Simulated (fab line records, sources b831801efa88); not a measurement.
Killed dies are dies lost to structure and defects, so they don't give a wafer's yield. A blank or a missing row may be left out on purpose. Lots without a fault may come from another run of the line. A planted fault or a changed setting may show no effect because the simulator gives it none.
Chamber matching | flow sfq_line | SFQ_TRILAYER_I1_VIA_BARC_OPEN_VIA_ETCH_071 on rie_diel-01: 4 sister chambers
The step etches BARC in O2, target depth 125 nm, time 41.7 s. 20 wafers are shown with their chamber, then 10 later ones without.

WAFERS WITH THEIR CHAMBER
wafer  | chamber | drypump_motor_current_A (A) | oes_product_au (a.u.)
L434.1 | 3       | 6.4                         | 0.686
L434.3 | 2       | 5.0                         | 0.687
L434.5 | 3       | 6.4                         | 0.682
L435.3 | 0       | 6.0                         | 0.689
L435.4 | 1       | 6.7                         | 0.679
L435.6 | 3       | 6.4                         | 0.687
L436.2 | 2       | 5.0                         | 0.684
L436.3 | 1       | 6.7                         | 0.678
L436.4 | 2       | 5.0                         | 0.681
L438.2 | 0       | 6.0                         | 0.677
L438.3 | 3       | 6.5                         | 0.681
L438.4 | 2       | 5.0                         | 0.683
L440.4 | 1       | 6.7                         | 0.684
L440.5 | 0       | 6.0                         | 0.679
L440.6 | 3       | 6.4                         | 0.684
L441.3 | 1       | 6.6                         | 0.680
L441.5 | 3       | 6.5                         | 0.682
L441.6 | 2       | 5.0                         | 0.687
L442.3 | 1       | 6.7                         | 0.689
L442.5 | 1       | 6.7                         | 0.691

SIGNATURES (means of the wafers above)
reading                 | chamber 0 | chamber 1 | chamber 2 | chamber 3 | scatter within a chamber
drypump_motor_current_A | 6.000     | 6.683     | 5.000     | 6.433     | 0.0368
oes_product_au          | 0.68167   | 0.68350   | 0.68440   | 0.68367   | 0.00425
Rule: a wafer's distance from a chamber is the root of the sum, over the readings, of the square of ((its reading less the chamber's mean) divided by the reading's scatter). The wafer belongs to the nearest chamber; if the next one is less than 2 further off, it can't be placed. The scatter: the root of (the sum of the squares of (reading less its chamber's mean) over the shown wafers, divided by (wafers less chambers)).

WAFERS WITHOUT THEIR CHAMBER
wafer  | drypump_motor_current_A (A) | oes_product_au (a.u.)
L442.6 | 5.0                         | 0.678
L447.2 | 6.0                         | 0.696
L447.3 | 5.0                         | 0.685
L447.5 | 6.1                         | 0.689
L451.2 | 6.0                         | 0.682
L451.5 | 4.9                         | 0.680
L451.6 | 6.5                         | 0.681
L453.1 | 6.0                         | 0.677
L453.5 | 6.7                         | 0.683
L453.6 | 6.0                         | 0.690

WHICH CHAMBER EACH WENT THROUGH
wafer  | from the rows above | in truth
L442.6 | 2                   | 2
L447.2 | 0                   | 0
L447.3 | 2                   | 2
L447.5 | 0                   | 0
L451.2 | 0                   | 0
L451.5 | 2                   | 2
L451.6 | 3                   | 3
L453.1 | 0                   | 0
L453.5 | 1                   | 1
L453.6 | 0                   | 0
Placed correctly: 10 of 10. Can't be placed from these rows: 0. Placed wrongly: 0.
